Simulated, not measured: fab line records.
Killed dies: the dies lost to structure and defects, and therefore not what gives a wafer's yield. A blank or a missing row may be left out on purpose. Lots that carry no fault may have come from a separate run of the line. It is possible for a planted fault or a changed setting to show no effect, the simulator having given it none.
Which tool did it? :: flow gf180mcu :: 14 lots, 42 wafers sampled, at 4 steps of a route of 602

## WHAT THE GAUGES SHOWED, per wafer
GF_MVPSD_OVL_MEAS_07.
lot: L313
measured: day 4 23:48
on: overlay-02
MVPSD_OVL (nm): 1.9 1.1 0.2

lot: L314
measured: day 5 06:01
on: overlay-02
MVPSD_OVL (nm): 1.0 1.0 0.2

lot: L315
measured: day 5 12:22
on: overlay-02
MVPSD_OVL (nm): -1.6 0.1 0.5

lot: L316
measured: day 5 19:03
on: overlay-02
MVPSD_OVL (nm): 1.9 1.7 1.0

lot: L317
measured: day 5 23:25
on: overlay-01
MVPSD_OVL (nm): -1.4 -1.7 -1.1

lot: L318
measured: day 6 07:51
on: overlay-01
MVPSD_OVL (nm): 0.8 -0.7 -0.7

lot: L323
measured: day 7 12:29
on: overlay-01
MVPSD_OVL (nm): 0.1 0.5 -1.0

lot: L324
measured: day 7 19:51
on: overlay-01
MVPSD_OVL (nm): 0.9 -2.2 -0.6

lot: L327
measured: day 8 12:39
on: overlay-01
MVPSD_OVL (nm): -2.7 -1.2 -1.6

lot: L328
measured: day 8 18:37
on: overlay-02
MVPSD_OVL (nm): 0.3 -0.2 1.0

lot: L333
measured: day 9 22:37
on: overlay-01
MVPSD_OVL (nm): 1.2 -0.9 -0.7

lot: L334
measured: day 10 11:14
on: overlay-01
MVPSD_OVL (nm): 0.1 -0.5 -0.1

lot: L335
measured: day 10 12:57
on: overlay-02
MVPSD_OVL (nm): -2.2 -2.1 -2.3

lot: L336
measured: day 10 19:37
on: overlay-01
MVPSD_OVL (nm): 0.5 0.8 -0.7

GF_V1_OVL_MEAS_15.
lot: L313
measured: day 18 00:34
on: overlay-02
V1_OVL (nm): -1 -1 -6

lot: L314
measured: day 18 05:49
on: overlay-02
V1_OVL (nm): -1 -6 -5

lot: L315
measured: day 18 21:01
on: overlay-01
V1_OVL (nm): -7 -10 -2

lot: L316
measured: day 19 09:04
on: overlay-02
V1_OVL (nm): 1 3 -4

lot: L317
measured: day 19 20:19
on: overlay-01
V1_OVL (nm): 3 2 -1

lot: L318
measured: day 20 03:08
on: overlay-02
V1_OVL (nm): -1 -4 -6

lot: L323
measured: day 22 03:34
on: overlay-01
V1_OVL (nm): -7 0 -2

lot: L324
measured: day 22 08:55
on: overlay-02
V1_OVL (nm): -2 -1 1

lot: L327
measured: day 23 07:43
on: overlay-02
V1_OVL (nm): 2 -6 -10

lot: L328
measured: day 23 17:13
on: overlay-01
V1_OVL (nm): 4 -8 -4

lot: L333
measured: day 25 05:07
on: overlay-01
V1_OVL (nm): 2 12 2

lot: L334
measured: day 25 15:25
on: overlay-01
V1_OVL (nm): 3 3 0

lot: L335
measured: day 25 22:10
on: overlay-02
V1_OVL (nm): -2 8 4

lot: L336
measured: day 26 01:46
on: overlay-02
V1_OVL (nm): -19 -7 -8

## TOOL THAT RAN EACH LOT (tool first, then ch and the chambers of the sampled wafers, then the start)
lot: L313
GF_STI_ETCH_14: rie-si-02 ch 0,1,3, day 2 01:45
GF_STI_STRIP_15: plasma-asher-03 ch 0,1, day 2 01:49

lot: L314
GF_STI_ETCH_14: rie-si-02 ch 0,1,2, day 2 06:35
GF_STI_STRIP_15: plasma-asher-04 ch 0,1, day 2 06:40

lot: L315
GF_STI_ETCH_14: rie-si-01 ch 0,2,3, day 2 11:36
GF_STI_STRIP_15: plasma-asher-02 ch 0,1, day 2 11:40

lot: L316
GF_STI_ETCH_14: rie-si-01 ch 1,2, day 2 17:12
GF_STI_STRIP_15: plasma-asher-03 ch 0,1, day 2 17:16

lot: L317
GF_STI_ETCH_14: rie-si-01 ch 0,2,3, day 2 22:03
GF_STI_STRIP_15: plasma-asher-04 ch 0,1, day 2 22:07

lot: L318
GF_STI_ETCH_14: rie-si-01 ch 0,3, day 3 03:02
GF_STI_STRIP_15: plasma-asher-04 ch 0,1, day 3 03:07

lot: L323
GF_STI_ETCH_14: rie-si-01 ch 1,2,3, day 4 07:22
GF_STI_STRIP_15: plasma-asher-02 ch 0,1, day 4 07:26

lot: L324
GF_STI_ETCH_14: rie-si-01 ch 2,3, day 4 10:29
GF_STI_STRIP_15: plasma-asher-04 ch 0,1, day 4 10:34

lot: L327
GF_STI_ETCH_14: rie-si-02 ch 0,3, day 5 01:38
GF_STI_STRIP_15: plasma-asher-03 ch 0,1, day 5 01:43

lot: L328
GF_STI_ETCH_14: rie-si-02 ch 0,3, day 5 07:19
GF_STI_STRIP_15: plasma-asher-03 ch 0,1, day 5 07:23

lot: L333
GF_STI_ETCH_14: rie-si-02 ch 1,2,3, day 6 08:25
GF_STI_STRIP_15: plasma-asher-02 ch 0,1, day 6 08:31

lot: L334
GF_STI_ETCH_14: rie-si-02 ch 0,3, day 6 13:19
GF_STI_STRIP_15: plasma-asher-03 ch 0,1, day 6 13:23

lot: L335
GF_STI_ETCH_14: rie-si-01 ch 1,2, day 6 19:04
GF_STI_STRIP_15: plasma-asher-03 ch 0,1, day 6 19:08

lot: L336
GF_STI_ETCH_14: rie-si-01 ch 1,2,3, day 7 01:04
GF_STI_STRIP_15: plasma-asher-02 ch 0,1, day 7 01:08
- GF_STI_ETCH_14: etches Si in HBr/Cl2/O2, target depth 360 nm, time 102.9 s.
- GF_STI_STRIP_15: strips in O2/N2.

## AS READ BY THE TOOLS THEMSELVES (means over the sampled wafers that have a number; for cases with no such wafer, the mark the record gives instead)
GF_STI_ETCH_14.
lot: L313
tool: rie-si-02
drypump-motor-current-A (A): 5.8
oes-product-au (a.u.): 0.987
run-length-s (s): 131.5
throttle-valve-pct (%): 25.659

lot: L314
tool: rie-si-02
drypump-motor-current-A (A): 5.9
oes-product-au (a.u.): 0.993
run-length-s (s): 131.0
throttle-valve-pct (%): 25.660

lot: L315
tool: rie-si-01
drypump-motor-current-A (A): 5.3
oes-product-au (a.u.): 1.003
run-length-s (s): 131.3
throttle-valve-pct (%): 25.668

lot: L316
tool: rie-si-01
drypump-motor-current-A (A): 5.1
oes-product-au (a.u.): 0.993
run-length-s (s): 131.0
throttle-valve-pct (%): 25.660

lot: L317
tool: rie-si-01
drypump-motor-current-A (A): 5.3
oes-product-au (a.u.): 1.002
run-length-s (s): 131.2
throttle-valve-pct (%): 25.644

lot: L318
tool: rie-si-01
drypump-motor-current-A (A): 5.4
oes-product-au (a.u.): 1.003
run-length-s (s): 131.0
throttle-valve-pct (%): 25.652

lot: L323
tool: rie-si-01
drypump-motor-current-A (A): 5.3
oes-product-au (a.u.): 1.001
run-length-s (s): 122.3
throttle-valve-pct (%): 25.651

lot: L324
tool: rie-si-01
drypump-motor-current-A (A): 5.4
oes-product-au (a.u.): 1.008
run-length-s (s): 113.8
throttle-valve-pct (%): 25.648

lot: L327
tool: rie-si-02
drypump-motor-current-A (A): 6.0
oes-product-au (a.u.): 0.991
run-length-s (s): 131.1
throttle-valve-pct (%): 25.656

lot: L328
tool: rie-si-02
drypump-motor-current-A (A): 6.0
oes-product-au (a.u.): 0.993
run-length-s (s): 131.2
throttle-valve-pct (%): 25.650

lot: L333
tool: rie-si-02
drypump-motor-current-A (A): 5.9
oes-product-au (a.u.): 0.995
run-length-s (s): 131.1
throttle-valve-pct (%): 25.662

lot: L334
tool: rie-si-02
drypump-motor-current-A (A): 6.1
oes-product-au (a.u.): 0.989
run-length-s (s): 131.0
throttle-valve-pct (%): 25.659

lot: L335
tool: rie-si-01
drypump-motor-current-A (A): 5.1
oes-product-au (a.u.): 0.994
run-length-s (s): 130.9
throttle-valve-pct (%): 25.660

lot: L336
tool: rie-si-01
drypump-motor-current-A (A): 5.2
oes-product-au (a.u.): 1.005
run-length-s (s): 131.2
throttle-valve-pct (%): 25.650

GF_STI_STRIP_15.
lot: L313
tool: plasma-asher-03
drypump-motor-current-A (A): 6.14
heater-power-w (W): 307
oes-product-au (a.u.): 0.380
strip-time-to-endpoint-s (s): 3.78

lot: L314
tool: plasma-asher-04
drypump-motor-current-A (A): 6.28
heater-power-w (W): 368
oes-product-au (a.u.): 0.383
strip-time-to-endpoint-s (s): 3.74

lot: L315
tool: plasma-asher-02
drypump-motor-current-A (A): 6.26
heater-power-w (W): 337
oes-product-au (a.u.): 0.388
strip-time-to-endpoint-s (s): 3.74

lot: L316
tool: plasma-asher-03
drypump-motor-current-A (A): 6.16
heater-power-w (W): 310
oes-product-au (a.u.): 0.384
strip-time-to-endpoint-s (s): 3.75

lot: L317
tool: plasma-asher-04
drypump-motor-current-A (A): 6.31
heater-power-w (W): 376
oes-product-au (a.u.): 0.388
strip-time-to-endpoint-s (s): 3.79

lot: L318
tool: plasma-asher-04
drypump-motor-current-A (A): 6.27
heater-power-w (W): 363
oes-product-au (a.u.): 0.383
strip-time-to-endpoint-s (s): 3.78

lot: L323
tool: plasma-asher-02
drypump-motor-current-A (A): 6.27
heater-power-w (W): 335
oes-product-au (a.u.): 0.389
strip-time-to-endpoint-s (s): 3.83

lot: L324
tool: plasma-asher-04
drypump-motor-current-A (A): 6.24
heater-power-w (W): 373
oes-product-au (a.u.): 0.398
strip-time-to-endpoint-s (s): 3.98

lot: L327
tool: plasma-asher-03
drypump-motor-current-A (A): 6.15
heater-power-w (W): 311
oes-product-au (a.u.): 0.385
strip-time-to-endpoint-s (s): 3.81

lot: L328
tool: plasma-asher-03
drypump-motor-current-A (A): 6.03
heater-power-w (W): 320
oes-product-au (a.u.): 0.384
strip-time-to-endpoint-s (s): 3.77

lot: L333
tool: plasma-asher-02
drypump-motor-current-A (A): 6.26
heater-power-w (W): 341
oes-product-au (a.u.): 0.382
strip-time-to-endpoint-s (s): 3.73

lot: L334
tool: plasma-asher-03
drypump-motor-current-A (A): 6.04
heater-power-w (W): 349
oes-product-au (a.u.): 0.384
strip-time-to-endpoint-s (s): 3.72

lot: L335
tool: plasma-asher-03
drypump-motor-current-A (A): 6.13
heater-power-w (W): 320
oes-product-au (a.u.): 0.386
strip-time-to-endpoint-s (s): 3.78

lot: L336
tool: plasma-asher-02
drypump-motor-current-A (A): 6.46
heater-power-w (W): 360
oes-product-au (a.u.): 0.384
strip-time-to-endpoint-s (s): 3.75

## THE ANSWER, worked out from the rows above alone
Rule: what is usual is taken from the lots themselves. The widest of any qualifying gaps counts: lots, ordered by their means at a reading, are off when they make up no more than a third of the lots, leave a main group of 4 or more, and stand apart from it by 3 or more times the standard deviation of that group's means. The tables above print the reading to a certain number of digits; a main group whose means all agree to those digits is not used. A lot without any number at a reading at which 4 lots or more have one is off too. Where the step has rows for the other lots, those lots are counted as sound. Order of review: gauges by route order, followed by the tools' own readings, for which a lot's mean as printed above is used. The first step at which some lot is off is used, and at that step the reading that is off furthest; a lot without a number counts as furthest.
Off: L323, L324, at GF_STI_ETCH_14 (run-length-s). The main group has a mean of 131.1 s with a standard deviation of 0.16.
If a tool, at that step or one of the process steps before it, ran each lot that is off and ran no sound lot following the first of them, it fits. No candidate that was tried fits.

## WHAT THE SIMULATOR HAD PUT IN
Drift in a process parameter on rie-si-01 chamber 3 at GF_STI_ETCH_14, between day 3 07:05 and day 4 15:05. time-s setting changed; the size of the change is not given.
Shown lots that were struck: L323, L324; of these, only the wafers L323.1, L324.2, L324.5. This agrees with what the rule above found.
